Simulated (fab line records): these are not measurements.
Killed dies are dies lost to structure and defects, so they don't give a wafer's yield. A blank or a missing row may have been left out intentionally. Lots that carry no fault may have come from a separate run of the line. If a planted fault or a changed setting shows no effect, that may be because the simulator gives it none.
A struck lot beside a sound one -- flow gf180mcu -- 15 out of 602 route steps
Sound: these wafers, L860.2, L860.4, L860.5. Struck: wafers L850.2, L850.4 (left out: L850.5, a lot-mate that was not struck); the cause follows at the end.
At each step with rows: each side's tool, then ch and its chambers, then its first start. Under that, the readings that differ: sound wafers -- struck wafers -- difference of the means -- sigmas: that difference in standard deviations of wafers without a fault.
alike: a reading whose means differ by less than 2 such deviations, as well as words and numbers matching on both sides. not compared: withheld readings; readings where some wafer has no value; bounds like >300 that might hide an equal value; numbers whose values overlap and for which the record gives no deviation.
Wherever a step has rows on one side only, a row that says differs or no value, or a row with sigmas, the two part there. When numbers do not overlap yet have no deviation, they are printed without sigmas and do not part them. A reading that every wafer of one side lacks parts them only if that side has two wafers or more.

first, 2 steps without rows for these wafers: GF_CONTACT_PEB_12 (peb time 90 s); GF_CONTACT_DEVELOP_13 (develop time 60 s).
GF_CONTACT_CD_MEAS_14: target cd 220 nm.
  sound on cd_sem-02 at day 23 06:44; struck on cd_sem-02 at day 19 17:56
  alike: cd_nm
GF_CONTACT_OVL_MEAS_15:
  sound on overlay-02 at day 23 06:50; struck on overlay-02 at day 19 18:02
  alike: CONTACT_OVL
GF_CONTACT_ETCH_16: etches BARC in N2/H2.
  sound on rie_diel-03 ch 1,2, day 23 06:52; struck on rie_diel-03 ch 2,3, day 19 18:04
  alike: drypump_motor_current_A, oes_product_au, throttle_valve_pct
GF_CONTACT_ETCH_17: etches SiO2 in C4F8/O2/Ar, stops on CoSi2, target depth 860 nm.
  sound: rie_diel-03 ch 1,2; struck: rie_diel-03 ch 2,3
  alike: oes_product_au
GF_CONTACT_STRIP_18: strips in O2/N2.
  sound on plasma_asher-04 ch 0,1, day 23 07:02; struck on plasma_asher-03 ch 1, day 19 18:14
reading,sound,struck,difference,sigmas
heater_power_w (W),316 362 319,254 263,-74,-2
  alike: drypump_motor_current_A, oes_product_au
  not compared: rf_hours_counter_h
then, 3 steps without rows for these wafers: GF_CONTACT_CLEAN_19 (cleans in SPM); GF_CONTACT_CLEAN_20 (cleans in DIW); GF_CONTACT_CLEAN_21 (cleans in dHF, time 20 s).
GF_CONTACT_SPUTTER_22: material Ti, target thk 15 nm, time 80.02 s.
  sound on pvd_sputter-02 at day 23 07:20; struck on pvd_sputter-02 at day 19 18:38
  alike: throttle_valve_pct
GF_CONTACT_SPUTTER_23: material TiN, target thk 10 nm, time 40 s.
  sound on pvd_sputter-02 at day 23 07:23; struck on pvd_sputter-02 at day 19 18:42
  alike: throttle_valve_pct
GF_CONTACT_CVD_24: deposits W, target thk 300 nm, time 90.339 s.
  sound on cvd_w-02 ch 0,1, day 23 07:26; struck on cvd_w-01 ch 0, day 19 18:44
reading,sound,struck,difference,sigmas
model.W_of_CONTACT_CVD_24.thk_nm (nm),302.5 301.9 296.2,307.5 305.4,+6.2,
  alike: heater_power_outer_w, heater_power_w
GF_CONTACT_RS_MEAS_25: the measuring method here is four-point-probe.
  sound on film_metro-02 at day 23 07:33; struck on film_metro-03 at day 19 18:52
  alike: CONTACT_W_RS
GF_PASSIVATION_PROBE_99:
  the record holds rows for the sound wafers here (prober-02, day 34 10:49) but none for the struck ones

WHERE THEY PART
At GF_CONTACT_STRIP_18 first; at GF_PASSIVATION_PROBE_99 last (within this record only).

WHY: whatever the simulator had introduced
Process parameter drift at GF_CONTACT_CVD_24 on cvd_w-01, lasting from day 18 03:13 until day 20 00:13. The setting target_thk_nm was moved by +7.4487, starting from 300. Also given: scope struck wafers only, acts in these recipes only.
